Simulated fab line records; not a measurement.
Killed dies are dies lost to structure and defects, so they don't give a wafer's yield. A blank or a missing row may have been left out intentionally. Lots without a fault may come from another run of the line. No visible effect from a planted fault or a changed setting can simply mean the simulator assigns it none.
Matching of chambers / flow sky130 / SKY_VIA3_ETCH_15 on rieDiel-03 has 4 sister chambers
The step etches SiO2 in C4F8/O2/Ar, stops on TiN, target depth 507 nm, time 78 s. 8 wafers are shown with their chamber, then 7 later ones without.

WAFERS, EACH WITH ITS CHAMBER
wafer=L705.5; chamber=3; oesProductAu (a.u.)=0.950
wafer=L709.4; chamber=2; oesProductAu (a.u.)=0.949
wafer=L709.5; chamber=3; oesProductAu (a.u.)=0.944
wafer=L711.1; chamber=1; oesProductAu (a.u.)=0.955
wafer=L711.4; chamber=2; oesProductAu (a.u.)=0.946
wafer=L711.6; chamber=0; oesProductAu (a.u.)=0.942
wafer=L712.1; chamber=0; oesProductAu (a.u.)=0.950
wafer=L712.3; chamber=1; oesProductAu (a.u.)=0.941

WAFERS WHOSE CHAMBER IS MISSING
wafer=L712.5; oesProductAu (a.u.)=0.948
wafer=L720.1; oesProductAu (a.u.)=0.944
wafer=L720.4; oesProductAu (a.u.)=0.937
wafer=L720.6; oesProductAu (a.u.)=0.946
wafer=L724.2; oesProductAu (a.u.)=0.937
wafer=L724.5; oesProductAu (a.u.)=0.946
wafer=L724.6; oesProductAu (a.u.)=0.946

EACH ONE'S CHAMBER
wafer=L712.5; from the rows above=can't be placed: 1 or 2 or 3 or 0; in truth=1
wafer=L720.1; from the rows above=can't be placed: 0 or 3 or 2 or 1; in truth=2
wafer=L720.4; from the rows above=can't be placed: 0 or 3 or 2 or 1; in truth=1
wafer=L720.6; from the rows above=can't be placed: 0 or 3 or 2 or 1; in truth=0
wafer=L724.2; from the rows above=can't be placed: 0 or 3 or 2 or 1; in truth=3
wafer=L724.5; from the rows above=can't be placed: 0 or 3 or 2 or 1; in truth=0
wafer=L724.6; from the rows above=can't be placed: 0 or 3 or 2 or 1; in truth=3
Placed correctly: 0 of 7. Not placeable from these rows: 7 (in 7, the candidates include the true chamber). Wrongly placed: 0.
How it was worked out, from the rows above alone: a wafer's distance from a chamber is the root of the sum, over the readings, of the square of ((its reading less the chamber's mean) divided by the reading's scatter). The wafer belongs to the nearest chamber; if the next one is less than 2 further off, it can't be placed. Each chamber's mean is taken over the wafers shown for it. How the scatter is found: for the shown wafers, subtract from each reading the mean of its chamber, square and add these, divide the total by (wafers less chambers), then take the root.
